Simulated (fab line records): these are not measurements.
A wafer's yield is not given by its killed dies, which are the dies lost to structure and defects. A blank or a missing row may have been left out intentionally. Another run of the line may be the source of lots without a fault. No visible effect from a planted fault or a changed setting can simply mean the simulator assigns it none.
8D (eight disciplines) problem report, filled in by code :: flow sfq-line :: the parts of the form that need people (team, actions taken, sign-off) are left out

## 1. WHAT IS WRONG
M8_AU_RS at SFQ_M8_RS_MEAS_949 reads a mean of 0.3969 ohm/sq on 3 wafers of 3 lots; wafers without a fault read 0.1538 ohm/sq with a standard deviation of 0.0014. So: +99 or more standard deviations from the usual mean.
The step: measures by four-point-probe.
First observed at day 80 04:22: wafer L525.1, on film-metro-02. The record holds 39 wafers of 14 lots with a number at this step. Rule for "out", or "out of limits": more than 4 standard deviations from the usual mean. All remaining wafers that have a number are taken as sound.

## 2. WHAT IT IS, WHAT IT ISN'T
question: which readings at this step
is: M8_AU_RS
is not: -

question: which lots
is: L525, L526, L528
is not: L513, L514, L515, L516, L517, L518, L519, L520, L531, L533, L535

question: which wafers of those lots
is: L525.1, L526.5, L528.5
is not: L525.3, L526.3, L528.2

question: read on which gauges
is: film-metro-02, film-metro-04
is not: film-metro-01

question: when
is: from day 80 04:22
is not: up to then (25 sound wafers); but 11 sound wafers of L526, L528, L531, L533, L535 came after

## 3. THE SUSPECTS, EACH WITH WHAT RULES IT OUT
Counting: if a tool at a process step up to the reading ran every lot that is out, it stays a suspect. Sound lots after the first of them don't rule it out here, since some wafers of a struck lot are sound.
- the gauge at SFQ_M8_RS_MEAS_949: ruled out. Those wafers that are out were read across 2 gauges (film-metro-02, film-metro-04).
- pvd-sputter-01 at SFQ_TRILAYER_M8_DEP_EVAP_196 (material Au, target thk 180 nm, time 900 s): kept. It processed each lot that is out (first: L525, day 80 03:51); up to then, its last sound lot is L519 (day 76 15:06).
After counting, what remains is pvd-sputter-01 at SFQ_TRILAYER_M8_DEP_EVAP_196.

## 4. THE CAUSE (what the simulator had put in)
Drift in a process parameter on pvd-sputter-01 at SFQ_TRILAYER_M8_DEP_EVAP_196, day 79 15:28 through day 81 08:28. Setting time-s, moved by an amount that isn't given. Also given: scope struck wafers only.
This tool alone remained once counting was done.

## 5. THE CHAIN OF EFFECTS, in route order
Rows list readings where the struck wafers' mean (over those with a number) sits beyond 3 standard deviations from the usual. Scope: only readings with a usual standard deviation given in the record; hours: median across lots of the time from each lot's start at the first step in this table that gives one to its start at this step; sigmas: change in usual standard deviations.
hours: 0
step: SFQ_M8_RS_MEAS_949
reading: M8_AU_RS
usual: 0.1538 ohm/sq
on struck wafers: 0.3969
change: +0.2431
sigmas: +99 or more

hours: 0
step: SFQ_M8_THK_MEAS_950
reading: M8_AU_THK
usual: 176.6 nm
on struck wafers: 73.3
change: -103.3
sigmas: -61

## 6. HOW IT WOULD HAVE BEEN CAUGHT EARLIER
Counted from the fault's start at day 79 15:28, it took 13 hours until the first out-of-limits reading at a measuring or inspecting step in this record, taken at day 80 04:22.
Lots out: 3; of these, L526, L528 started SFQ_TRILAYER_M8_DEP_EVAP_196 on pvd-sputter-01 after day 80 04:22. A hold on the tool at that time would have spared those 2.
